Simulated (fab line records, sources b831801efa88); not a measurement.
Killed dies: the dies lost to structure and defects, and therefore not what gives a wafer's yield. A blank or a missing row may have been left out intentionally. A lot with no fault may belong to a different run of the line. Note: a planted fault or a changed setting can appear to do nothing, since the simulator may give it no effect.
Which of the tools did it? -- flow gf180mcu -- Sampling: 11 lots, 33 wafers, 5 of 602 route steps

## WHAT EACH GAUGE READ, for each wafer
GF_DUAL_GATE_THK_MEAS_03.
lot,measured,on,DUAL_GATE_OXIDATION_00_THK (nm)
L461,day 7 14:20,film_metro-03,10.83 10.75 10.82
L471,day 10 12:08,film_metro-03,10.19 10.19 10.19
L472,day 10 14:28,film_metro-03,10.54 10.42 10.57
L473,day 11 02:58,film_metro-02,10.85 10.66 10.75
L476,day 11 23:31,film_metro-03,10.75 10.84 10.84
L477,day 12 05:09,film_metro-03,10.94 11.18 10.98
L479,day 12 20:21,film_metro-01,11.05 11.19 11.16
L481,day 13 06:25,film_metro-03,10.82 10.96 10.99
L482,day 13 11:47,film_metro-01,10.81 10.72 10.62
L483,day 13 23:19,film_metro-03,11.04 11.02 11.06
L484,day 14 05:50,film_metro-03,10.82 10.79 11.03

GF_HV_LDD_CD_MEAS_46: target cd 400 nm.
lot,measured,on,cd_nm (nm)
L461,day 12 04:44,cd_sem-02,395.4 394.2 393.7
L471,day 15 18:18,cd_sem-01,395.6 394.5 396.5
L472,day 15 19:53,cd_sem-01,396.9 396.9 398.4
L473,day 16 15:07,cd_sem-01,398.0 397.9 396.2
L476,day 17 12:06,cd_sem-02,398.4 394.9 398.1
L477,day 17 17:56,cd_sem-01,398.1 398.9 400.8
L479,day 18 13:02,cd_sem-01,399.6 398.7 397.3
L481,day 19 02:35,cd_sem-02,391.4 390.4 390.8
L482,day 19 13:55,cd_sem-02,395.0 397.6 395.8
L483,day 19 21:48,cd_sem-01,393.8 391.3 393.0
L484,day 20 04:30,cd_sem-02,394.5 396.3 396.6

## EACH LOT AND THE TOOL THAT RAN IT (in order: tool; ch and the chambers of the sampled wafers; start)
lot,GF_MVPSD_STRIP_10,GF_DUAL_GATE_OXIDATION_02,GF_HV_LDD_STRIP_37
L461,"plasma_asher-01 ch 0,1, day 5 00:10","furnace-01 ch 0, day 7 12:54","plasma_asher-04 ch 0,1, day 11 09:56"
L471,"plasma_asher-04 ch 0,1, day 7 12:02","furnace-01 ch 0, day 10 10:41","plasma_asher-02 ch 0,1, day 14 20:46"
L472,"plasma_asher-02 ch 0,1, day 7 15:38","furnace-01 ch 0, day 10 13:01","plasma_asher-01 ch 0,1, day 14 22:41"
L473,"plasma_asher-01 ch 0,1, day 8 01:50","furnace-02 ch 0, day 11 01:31","plasma_asher-02 ch 0,1, day 15 16:33"
L476,"plasma_asher-02 ch 0, day 8 21:23","furnace-02 ch 0, day 11 22:04","plasma_asher-04 ch 1, day 16 13:33"
L477,"plasma_asher-04 ch 0,1, day 9 00:15","furnace-02 ch 0, day 12 03:41","plasma_asher-01 ch 0,1, day 16 18:59"
L479,"plasma_asher-04 ch 0,1, day 9 14:50","furnace-02 ch 0, day 12 18:55","plasma_asher-02 ch 0,1, day 17 13:33"
L481,"plasma_asher-02 ch 0,1, day 10 00:44","furnace-01 ch 0, day 13 04:58","plasma_asher-01 ch 0,1, day 18 02:50"
L482,"plasma_asher-04 ch 0,1, day 10 05:20","furnace-01 ch 0, day 13 10:21","plasma_asher-01 ch 0, day 18 12:51"
L483,"plasma_asher-02 ch 0,1, day 10 15:44","furnace-01 ch 0, day 13 21:52","plasma_asher-01 ch 0,1, day 18 21:43"
L484,"plasma_asher-04 ch 0,1, day 10 19:32","furnace-01 ch 0, day 14 04:23","plasma_asher-01 ch 0,1, day 19 04:35"
- GF_MVPSD_STRIP_10: strips in O2/N2.
- GF_DUAL_GATE_OXIDATION_02: stabilise 600 s, purge 300 s, target thk 10.887 nm.
- GF_HV_LDD_STRIP_37: strips in O2/N2.

## WHAT THE TOOLS THEMSELVES READ (means of the sampled wafers that have a number; where no wafer has one, the mark that the record gives instead)
GF_MVPSD_STRIP_10.
lot,tool,chamber_pressure_mTorr (mTorr),drypump_motor_current_A (A),heater_power_w (W),oes_product_au (a.u.),strip_time_to_endpoint_s (s)
L461,plasma_asher-01,1500.8,5.3,321,0.721,36.99
L471,plasma_asher-04,1500.3,5.1,329,0.720,37.12
L472,plasma_asher-02,1499.5,6.1,317,0.722,36.89
L473,plasma_asher-01,1499.6,5.3,318,0.717,36.94
L476,plasma_asher-02,1500.8,6.3,304,0.725,36.99
L477,plasma_asher-04,1498.2,5.2,323,0.726,37.08
L479,plasma_asher-04,1500.8,5.2,325,0.720,36.94
L481,plasma_asher-02,1500.8,6.2,308,0.730,36.99
L482,plasma_asher-04,1500.2,5.1,331,0.725,36.89
L483,plasma_asher-02,1500.7,6.1,315,0.719,36.88
L484,plasma_asher-04,1499.8,5.2,322,0.724,36.87

GF_DUAL_GATE_OXIDATION_02.
lot,tool,spike_tc_bottom_C (C),spike_tc_lower_C (C),spike_tc_upper_C (C),tube_center_temp_C (C),tube_center_temp_C_max
L461,furnace-01,914.7,899.5,900.2,900,902.3
L471,furnace-01,910.8,895.6,895.6,896,898.0
L472,furnace-01,909.5,895.6,895.5,896,898.2
L473,furnace-02,917.2,902.1,901.8,900,902.3
L476,furnace-02,916.7,902.2,901.0,900,902.8
L477,furnace-02,915.4,901.0,901.2,900,902.3
L479,furnace-02,916.8,901.8,901.9,900,902.1
L481,furnace-01,915.1,900.8,899.1,900,902.5
L482,furnace-01,914.0,901.0,900.0,900,902.2
L483,furnace-01,915.6,899.9,900.3,900,902.5
L484,furnace-01,915.2,901.1,899.5,900,902.8

GF_HV_LDD_STRIP_37.
lot,tool,chamber_pressure_mTorr (mTorr),drypump_motor_current_A (A),heater_power_w (W),oes_product_au (a.u.),strip_time_to_endpoint_s (s)
L461,plasma_asher-04,1499.2,5.2,322,0.714,12.64
L471,plasma_asher-02,1498.5,6.1,318,0.715,12.69
L472,plasma_asher-01,1500.2,5.0,334,0.714,12.63
L473,plasma_asher-02,1500.3,6.1,317,0.717,12.68
L476,plasma_asher-04,1500.2,5.3,314,0.714,12.58
L477,plasma_asher-01,1499.5,5.0,325,0.716,12.59
L479,plasma_asher-02,1500.9,6.1,317,0.716,12.69
L481,plasma_asher-01,1500.5,5.3,319,0.721,12.57
L482,plasma_asher-01,1501.1,4.7,338,0.718,12.61
L483,plasma_asher-01,1500.7,5.2,322,0.717,12.59
L484,plasma_asher-01,1500.6,5.0,334,0.714,12.63

## THE ANSWER, worked out from the rows above alone
Rule: the lots themselves supply what counts as usual. Put in order of their means at a reading, lots are off if they are a third of the lots or fewer, leave a main group of 4 or more, and stand apart from it by a gap of 3 or more times the standard deviation of the main group's means; of several such gaps the widest counts. A main group is skipped when, at the precision printed for the reading in the tables above, its means are all equal. Also off: a lot with no number at a reading for which 4 or more lots have one. Any other lot the step has rows for is counted as sound. After the gauges, taken in route order, come the tools' own readings; for these a lot's mean is taken, as printed above. At the first step where some lot is off, the reading lying furthest off is the one used; lots without a number count as furthest.
Off: L471, L472, at GF_DUAL_GATE_OXIDATION_02 (tube_center_temp_C_max). For the main group the mean is 902.4 and the standard deviation 0.23.
A tool fits if, at that step or a process step before it, it ran every lot that is off, and no sound lot after the first of them. None of those tried fits.

## WHAT THE SIMULATOR PUT IN
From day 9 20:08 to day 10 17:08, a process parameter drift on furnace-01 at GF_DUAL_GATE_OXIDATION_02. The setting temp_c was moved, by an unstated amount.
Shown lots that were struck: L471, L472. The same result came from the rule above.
